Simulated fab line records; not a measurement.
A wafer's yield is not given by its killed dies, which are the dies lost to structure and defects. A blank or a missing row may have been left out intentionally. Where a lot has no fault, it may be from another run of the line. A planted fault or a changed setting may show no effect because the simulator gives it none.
Chamber matching | flow gf180mcu | GF_V5_CMP_04 on cmp-02: 4 sister chambers
The step polishes SiO2. 27 wafers are shown with their chamber, then 12 later ones without.

WAFERS PAIRED WITH THEIR CHAMBERS
wafer  | chamber | motor-current-A (A)
L075.4 | 0       | 11.0
L075.5 | 1       | 12.8
L075.6 | 0       | 11.9
L076.1 | 2       | 12.3
L076.2 | 3       | 13.2
L076.6 | 2       | 12.1
L077.4 | 2       | 12.4
L077.5 | 2       | 13.1
L077.6 | 1       | 12.6
L078.1 | 2       | 12.3
L078.2 | 1       | 12.5
L078.3 | 0       | 11.2
L084.1 | 3       | 12.1
L084.4 | 1       | 12.9
L084.6 | 2       | 12.4
L085.4 | 3       | 12.7
L085.5 | 0       | 10.5
L085.6 | 1       | 12.6
L086.1 | 1       | 12.9
L086.2 | 0       | 11.6
L086.5 | 1       | 12.3
L088.2 | 0       | 11.2
L088.4 | 3       | 12.2
L088.5 | 0       | 11.0
L090.2 | 1       | 12.1
L090.5 | 1       | 12.8
L090.6 | 0       | 10.5

SIGNATURES (averages over the wafers above)
reading         | chamber 0 | chamber 1 | chamber 2 | chamber 3 | scatter within a chamber
motor-current-A | 11.113    | 12.611    | 12.433    | 12.550    | 0.397
Rule: for each reading, subtract the chamber's mean from the wafer's reading, divide by that reading's scatter and square the result; add these up over the readings and take the root, which gives the wafer's distance from the chamber. If the next closest chamber is less than 2 further off than the closest, the wafer can't be placed; otherwise it belongs to the closest. The scatter is the square root of a quotient: the sum, over the shown wafers, of each reading's squared deviation from its chamber's mean, divided by wafers minus chambers.

WAFERS WITH NO CHAMBER GIVEN
wafer  | motor-current-A (A)
L091.2 | 13.0
L091.3 | 12.5
L091.6 | 12.6
L092.2 | 12.2
L092.5 | 13.0
L092.6 | 11.3
L094.1 | 12.1
L094.2 | 12.5
L094.6 | 12.5
L097.1 | 12.7
L097.3 | 10.8
L097.6 | 11.4

THE CHAMBER EACH PASSED THROUGH
wafer  | from the rows above               | in truth
L091.2 | can't be placed: 1 or 3 or 2      | 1
L091.3 | can't be placed: 3 or 2 or 1      | 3
L091.6 | can't be placed: 1 or 3 or 2      | 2
L092.2 | can't be placed: 2 or 3 or 1      | 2
L092.5 | can't be placed: 1 or 3 or 2      | 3
L092.6 | 0                                 | 0
L094.1 | can't be placed: 2 or 3 or 1 or 0 | 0
L094.2 | can't be placed: 3 or 2 or 1      | 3
L094.6 | can't be placed: 3 or 2 or 1      | 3
L097.1 | can't be placed: 1 or 3 or 2      | 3
L097.3 | 0                                 | 0
L097.6 | can't be placed: 0 or 2           | 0
Correctly placed: 2 of 12. Can't be placed from these rows: 10 (the true chamber is among the candidates in 10). 0 placed wrongly.
